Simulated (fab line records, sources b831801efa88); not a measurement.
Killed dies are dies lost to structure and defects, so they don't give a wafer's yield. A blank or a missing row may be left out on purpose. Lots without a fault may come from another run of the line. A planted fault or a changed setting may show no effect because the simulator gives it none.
Which tool did it? | flow gf180mcu | 12 lots, 34 wafers sampled, at 5 steps of a route of 602

WHAT THE GAUGES READ, wafer by wafer
The record holds no reading of a measuring or inspecting step that can be judged against a usual standard deviation.

WHICH TOOL RAN EACH LOT (tool, then ch and the chambers of the sampled wafers, then the start)
lot  | GF_STI_ETCH_13                    | GF_STI_STRIP_15                     | GF_M3_SPUTTER_03             | GF_MIM_STRIP_20                      | GF_V5_CMP_26
L594 | rie_diel-01 ch 0,2,3, day 2 01:12 | plasma_asher-02 ch 0,1, day 2 01:23 | pvd_sputter-02, day 20 06:46 | plasma_asher-01 ch 0,1, day 25 05:53 | cmp-02 ch 0,3, day 27 02:58
L595 | rie_diel-01 ch 0,3, day 2 05:47   | plasma_asher-01 ch 0,1, day 2 05:58 | pvd_sputter-01, day 20 12:29 | plasma_asher-01 ch 0,1, day 25 12:53 | cmp-02 ch 1,2,3, day 27 09:51
L597 | rie_diel-01 ch 2,3, day 2 16:44   | plasma_asher-02 ch 0,1, day 2 16:56 | pvd_sputter-02, day 21 18:47 | plasma_asher-03 ch 0,1, day 26 15:52 | cmp-02 ch 1,2,3, day 28 10:55
L600 | rie_diel-01 ch 0, day 3 09:26     | plasma_asher-02 ch 1, day 3 09:37   | pvd_sputter-02, day 22 15:49 | plasma_asher-04 ch 0, day 27 09:58   | cmp-01 ch 0,1, day 29 03:51
L601 | rie_diel-01 ch 1,2, day 3 14:08   | plasma_asher-02 ch 0,1, day 3 14:17 | pvd_sputter-01, day 23 00:29 | plasma_asher-01 ch 0, day 27 16:51   | cmp-02 ch 1,2, day 29 11:05
L609 | rie_diel-02 ch 0,1,2, day 5 09:11 | plasma_asher-01 ch 0,1, day 5 09:20 | pvd_sputter-01, day 25 18:14 | plasma_asher-04 ch 0,1, day 30 03:01 | cmp-01 ch 0,2, day 31 17:53
L610 | rie_diel-04 ch 0,2,3, day 5 15:32 | plasma_asher-01 ch 0,1, day 5 15:41 | pvd_sputter-04, day 26 04:35 | plasma_asher-04 ch 0,1, day 30 11:44 | cmp-01 ch 0,3, day 32 02:26
L611 | rie_diel-04 ch 0,2,3, day 5 17:23 | plasma_asher-01 ch 0,1, day 5 17:32 | pvd_sputter-02, day 26 04:56 | plasma_asher-03 ch 0,1, day 30 13:14 | cmp-01 ch 0,1,2, day 32 03:55
L612 | rie_diel-01 ch 1,3, day 5 22:26   | plasma_asher-01 ch 0,1, day 5 22:37 | pvd_sputter-01, day 26 14:19 | plasma_asher-04 ch 0,1, day 30 21:01 | cmp-01 ch 0,1, day 32 10:54
L614 | rie_diel-04 ch 0,2,3, day 6 10:23 | plasma_asher-02 ch 0,1, day 6 10:32 | pvd_sputter-02, day 27 07:50 | plasma_asher-01 ch 0,1, day 31 13:01 | cmp-01 ch 1,2,3, day 33 01:53
L615 | rie_diel-01 ch 0,2,3, day 6 14:12 | plasma_asher-03 ch 0,1, day 6 14:21 | pvd_sputter-02, day 27 16:13 | plasma_asher-04 ch 0,1, day 31 22:56 | cmp-02 ch 1,2, day 33 10:53
L616 | rie_diel-01 ch 0,1, day 6 18:38   | plasma_asher-03 ch 0,1, day 6 18:49 | pvd_sputter-02, day 27 19:47 | plasma_asher-01 ch 0,1, day 31 22:21 | cmp-02 ch 2,3, day 33 10:07
- GF_STI_ETCH_13: etches the open film in CHF3/O2, stops on Si, target depth 282.31 nm, time 112.9 s.
- GF_STI_STRIP_15: strips in O2/N2.
- GF_M3_SPUTTER_03: material Ti, target thk 10 nm, time 6.7 s.
- GF_MIM_STRIP_20: strips in O2/N2.
- GF_V5_CMP_26: polishes, stops on SiO2, t overpolish 15 s, target thk 0 nm.

WHAT THE TOOLS THEMSELVES READ (means of the sampled wafers that have a number; where no wafer has one, the mark that the record gives instead)
GF_STI_ETCH_13. Usual: chf3_flow_sccm 49.97 sccm, standard deviation 0.14; drypump_motor_current_A 5.7 A, standard deviation 0.47; oes_product_au 0.836 a.u., standard deviation 0.0059; throttle_valve_pct 8.813 %, standard deviation 0.0089.
lot  | tool        | chf3_flow_sccm (sccm) | drypump_motor_current_A (A) | oes_product_au (a.u.) | throttle_valve_pct (%) | flag
L594 | rie_diel-01 | 49.99                 | 5.8                         | 0.831                 | 8.807                  |
L595 | rie_diel-01 | 49.85                 | 5.6                         | 0.836                 | 8.817                  |
L597 | rie_diel-01 | 50.03                 | 5.5                         | 0.806                 | 8.809                  | OFF
L600 | rie_diel-01 | 50.05                 | 5.9                         | 0.791                 | 8.799                  | OFF
L601 | rie_diel-01 | 50.02                 | 6.4                         | 0.740                 | 8.782                  | OFF
L609 | rie_diel-02 | 50.01                 | 5.8                         | 0.837                 | 8.814                  |
L610 | rie_diel-04 | 49.96                 | 5.7                         | 0.838                 | 8.821                  |
L611 | rie_diel-04 | 49.94                 | 5.7                         | 0.838                 | 8.821                  |
L612 | rie_diel-01 | 49.94                 | 5.4                         | 0.839                 | 8.810                  |
L614 | rie_diel-04 | 50.08                 | 5.7                         | 0.825                 | 8.806                  |
L615 | rie_diel-01 | 49.93                 | 5.8                         | 0.841                 | 8.807                  |
L616 | rie_diel-01 | 49.80                 | 6.2                         | 0.834                 | 8.819                  |

GF_STI_STRIP_15. Usual: drypump_motor_current_A 5.8 A, standard deviation 0.55; heater_power_w 353 W, standard deviation 38; oes_product_au 0.385 a.u., standard deviation 0.0048; platen_temp_c 249.97 C, standard deviation 0.18; strip_time_to_endpoint_s 3.77 s, standard deviation 0.059.
lot  | tool            | drypump_motor_current_A (A) | heater_power_w (W) | oes_product_au (a.u.) | platen_temp_c (C) | strip_time_to_endpoint_s (s) | flag
L594 | plasma_asher-02 | 5.7                         | 340                | 0.386                 | 250.10            | 3.77                         |
L595 | plasma_asher-01 | 5.5                         | 392                | 0.384                 | 249.91            | 3.78                         |
L597 | plasma_asher-02 | 6.2                         | 339                | 0.371                 | 249.91            | 3.55                         | OFF
L600 | plasma_asher-02 | 6.7                         | 333                | 0.371                 | 249.91            | 3.42                         | OFF
L601 | plasma_asher-02 | 6.0                         | 338                | 0.357                 | 250.16            | 3.07                         | OFF
L609 | plasma_asher-01 | 5.5                         | 350                | 0.384                 | 250.13            | 3.73                         |
L610 | plasma_asher-01 | 5.5                         | 384                | 0.386                 | 249.93            | 3.77                         |
L611 | plasma_asher-01 | 5.5                         | 340                | 0.385                 | 249.99            | 3.82                         |
L612 | plasma_asher-01 | 5.6                         | 387                | 0.384                 | 249.80            | 3.73                         |
L614 | plasma_asher-02 | 5.7                         | 344                | 0.389                 | 249.91            | 3.79                         |
L615 | plasma_asher-03 | 6.0                         | 346                | 0.393                 | 249.86            | 3.76                         |
L616 | plasma_asher-03 | 5.9                         | 347                | 0.391                 | 249.89            | 3.83                         |

GF_M3_SPUTTER_03. Usual: throttle_valve_pct 29.8 %, standard deviation 1.2.
lot  | tool           | throttle_valve_pct (%) | flag
L594 | pvd_sputter-02 | 29.9                   |
L595 | pvd_sputter-01 | 29.5                   |
L597 | pvd_sputter-02 | 29.8                   |
L600 | pvd_sputter-02 | 30.9                   |
L601 | pvd_sputter-01 | 28.6                   |
L609 | pvd_sputter-01 | 29.0                   |
L610 | pvd_sputter-04 | 30.8                   |
L611 | pvd_sputter-02 | 28.8                   |
L612 | pvd_sputter-01 | 29.2                   |
L614 | pvd_sputter-02 | 29.4                   |
L615 | pvd_sputter-02 | 28.9                   |
L616 | pvd_sputter-02 | 29.7                   |

GF_MIM_STRIP_20. Usual: drypump_motor_current_A 5.5 A, standard deviation 0.45; heater_power_w 336 W, standard deviation 38; oes_product_au 0.691 a.u., standard deviation 0.0047; platen_temp_c 250.04 C, standard deviation 0.16; strip_time_to_endpoint_s 11.20 s, standard deviation 0.035.
lot  | tool            | drypump_motor_current_A (A) | heater_power_w (W) | oes_product_au (a.u.) | platen_temp_c (C) | strip_time_to_endpoint_s (s) | flag
L594 | plasma_asher-01 | 5.5                         | 363                | 0.691                 | 250.00            | 11.20                        |
L595 | plasma_asher-01 | 5.5                         | 365                | 0.694                 | 250.21            | 11.21                        |
L597 | plasma_asher-03 | 5.9                         | 342                | 0.690                 | 250.15            | 11.23                        |
L600 | plasma_asher-04 | 4.7                         | 335                | 0.692                 | 250.00            | 11.16                        |
L601 | plasma_asher-01 | 5.6                         | 394                | 0.692                 | 249.88            | 11.20                        |
L609 | plasma_asher-04 | 5.0                         | 320                | 0.688                 | 250.03            | 11.17                        |
L610 | plasma_asher-04 | 5.4                         | 307                | 0.694                 | 250.10            | 11.20                        |
L611 | plasma_asher-03 | 6.2                         | 349                | 0.695                 | 249.98            | 11.24                        |
L612 | plasma_asher-04 | 5.0                         | 320                | 0.691                 | 249.97            | 11.18                        |
L614 | plasma_asher-01 | 5.5                         | 336                | 0.692                 | 249.78            | 11.22                        |
L615 | plasma_asher-04 | 5.0                         | 312                | 0.690                 | 249.99            | 11.21                        |
L616 | plasma_asher-01 | 5.5                         | 328                | 0.690                 | 250.08            | 11.18                        |

GF_V5_CMP_26. Usual: edge_zone_pressure_frac 1.000, standard deviation 0.0053; motor_current_A 10.7 A, standard deviation 0.81; overpolish_run_s 15.001 s, standard deviation 0.0089; time_to_endpoint_s 85 s, standard deviation 4.
lot  | tool   | edge_zone_pressure_frac | motor_current_A (A) | overpolish_run_s (s) | time_to_endpoint_s (s) | flag
L594 | cmp-02 | 1.003                   | 10.8                | 14.994               | 82                     |
L595 | cmp-02 | 0.995                   | 11.1                | 15.005               | 86                     |
L597 | cmp-02 | 1.001                   | 11.5                | 15.006               | 85                     |
L600 | cmp-01 | 1.004                   | 10.6                | 15.003               | 88                     |
L601 | cmp-02 | 0.994                   | 11.0                | 15.009               | 90                     |
L609 | cmp-01 | 1.002                   | 11.4                | 14.998               | 83                     |
L610 | cmp-01 | 0.996                   | 9.7                 | 15.004               | 86                     |
L611 | cmp-01 | 1.001                   | 11.0                | 15.007               | 84                     |
L612 | cmp-01 | 1.003                   | 10.5                | 14.998               | 87                     |
L614 | cmp-01 | 0.994                   | 10.4                | 14.998               | 89                     |
L615 | cmp-02 | 1.000                   | 10.7                | 15.007               | 88                     |
L616 | cmp-02 | 1.000                   | 11.1                | 15.003               | 83                     |

THE ANSWER, worked out from the rows above alone
Rule: a lot is off if the mean of its wafers that have a number lies more than 3 standard deviations from the usual mean. A lot without any number at a reading at which 4 lots or more have one is off too. The other lots that the step has rows for count as sound. The gauges are gone through in route order, then the tools' own readings, and for those a lot's mean is taken as printed above. The first step at which some lot is off is used, and at that step the reading that is off furthest; a lot without a number counts as furthest.
Off: L597, L600, L601, at GF_STI_ETCH_13 (oes_product_au).
A tool fits if, at that step or a process step before it, it ran every lot that is off, and no sound lot after the first of them. None of those tried fits.

WHAT THE SIMULATOR HAD PUT IN
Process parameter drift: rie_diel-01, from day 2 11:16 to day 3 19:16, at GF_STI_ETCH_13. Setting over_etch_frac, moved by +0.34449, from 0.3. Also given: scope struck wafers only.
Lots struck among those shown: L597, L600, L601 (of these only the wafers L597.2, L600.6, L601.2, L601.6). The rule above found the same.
